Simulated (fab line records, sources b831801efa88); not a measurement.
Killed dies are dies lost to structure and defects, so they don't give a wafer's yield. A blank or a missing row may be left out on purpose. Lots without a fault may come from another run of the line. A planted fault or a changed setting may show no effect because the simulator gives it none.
Split-lot experiment | flow sky130 | 5 lots, 23 wafers read, on a route of 708 steps

THE SPLIT
At SKY_FIELD_ISO_WET_ETCH_28 (etches SiO2 in dHF, target depth 23.7 nm, time 47 s), the setting time_s was moved away from the recipe's 47 s on 20 of the 23 wafers read, by -13.7% to +13.4%. The other wafers ran this setting at the recipe's value.

FROM THE SPLIT TO THE READING: what the file shows between them, 1 step
- SKY_FIELD_ISO_WET_ETCH_29: etches Si3N4 in H3PO4, target depth 160 nm, time 1825 s

THE READING
SiO2_of_FIELD_ISO_CVD_24.thk_nm (the simulator's own value, which no gauge read), in nm, at SKY_FIELD_ISO_WET_ETCH_30 (etches SiO2 in dHF, target depth 25 nm, time 50 s). The file gives no usual value for it. The 3 wafers here that ran the recipe average 404.9 nm, standard deviation 0.51 nm.

wafer  | tool, chamber at the split | time_s as run, s | against the recipe | SiO2_of_FIELD_ISO_CVD_24.thk_nm, nm | against lot-mates on the recipe
L074.1 | -, -                       | 52.09            | +10.8%             | 402.4                               | no lot-mate on the recipe
L074.6 | -, -                       | 52.09            | +10.8%             | 402.4                               | no lot-mate on the recipe
L074.2 | -, -                       | 52.09            | +10.8%             | 402.3                               | no lot-mate on the recipe
L074.3 | -, -                       | 52.09            | +10.8%             | 402                                 | no lot-mate on the recipe
L074.5 | -, -                       | 52.09            | +10.8%             | 402.2                               | no lot-mate on the recipe
L077.1 | -, -                       | 42.84            | -8.9%              | 408.1                               | no lot-mate on the recipe
L077.2 | -, -                       | 42.84            | -8.9%              | 408.1                               | no lot-mate on the recipe
L077.3 | -, -                       | 42.84            | -8.9%              | 407.2                               | no lot-mate on the recipe
L077.4 | -, -                       | 42.84            | -8.9%              | 406.9                               | no lot-mate on the recipe
L077.5 | -, -                       | 42.84            | -8.9%              | 407.9                               | no lot-mate on the recipe
L079.2 | -, -                       | 40.58            | -13.7%             | 408.1                               | no lot-mate on the recipe
L079.3 | -, -                       | 40.58            | -13.7%             | 408.1                               | no lot-mate on the recipe
L079.4 | -, -                       | 40.58            | -13.7%             | 406.7                               | no lot-mate on the recipe
L079.5 | -, -                       | 40.58            | -13.7%             | 407.7                               | no lot-mate on the recipe
L079.6 | -, -                       | 40.58            | -13.7%             | 407.8                               | no lot-mate on the recipe
L080.1 | -, -                       | 53.29            | +13.4%             | 401.7                               | no lot-mate on the recipe
L080.2 | -, -                       | 53.29            | +13.4%             | 401.2                               | no lot-mate on the recipe
L080.3 | -, -                       | 53.29            | +13.4%             | 400.2                               | no lot-mate on the recipe
L080.4 | -, -                       | 53.29            | +13.4%             | 400.4                               | no lot-mate on the recipe
L080.5 | -, -                       | 53.29            | +13.4%             | 399.1                               | no lot-mate on the recipe
L082.4 | wet_bench-03, 2            | 47               | recipe             | 405.6                               | -
L082.5 | wet_bench-03, 2            | 47               | recipe             | 404.7                               | -
L082.6 | wet_bench-03, 2            | 47               | recipe             | 404.4                               | -

THE FIT
A straight line over all 23 wafers: SiO2_of_FIELD_ISO_CVD_24.thk_nm changes by -0.266 nm for each +1% of time_s; r = -0.97; the points scatter about the line by 0.82 nm.
Too few moved wafers have a lot-mate on the recipe to fit a line with each lot's own level taken away.

THE WHOLE CHAIN: every reading that the file lists as answering this split, in the file's order
step                      | what it does                                        | reading                                                                          | change (the file's fit)               | r (the file's)
SKY_FIELD_ISO_WET_ETCH_28 | etches SiO2 in dHF, target depth 23.7 nm, time 47 s | SiO2_of_FIELD_ISO_CVD_24.thk_nm (the simulator's own value, which no gauge read) | -0.259 nm for each +1% of the setting | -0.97
SKY_FIELD_ISO_WET_ETCH_30 | etches SiO2 in dHF, target depth 25 nm, time 50 s   | SiO2_of_FIELD_ISO_CVD_24.thk_nm (the simulator's own value, which no gauge read) | -0.266 nm for each +1% of the setting | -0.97

THE FILE'S OWN FIT
SiO2_of_FIELD_ISO_CVD_24.thk_nm changes by -0.266 nm for each +1% of time_s, r = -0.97.
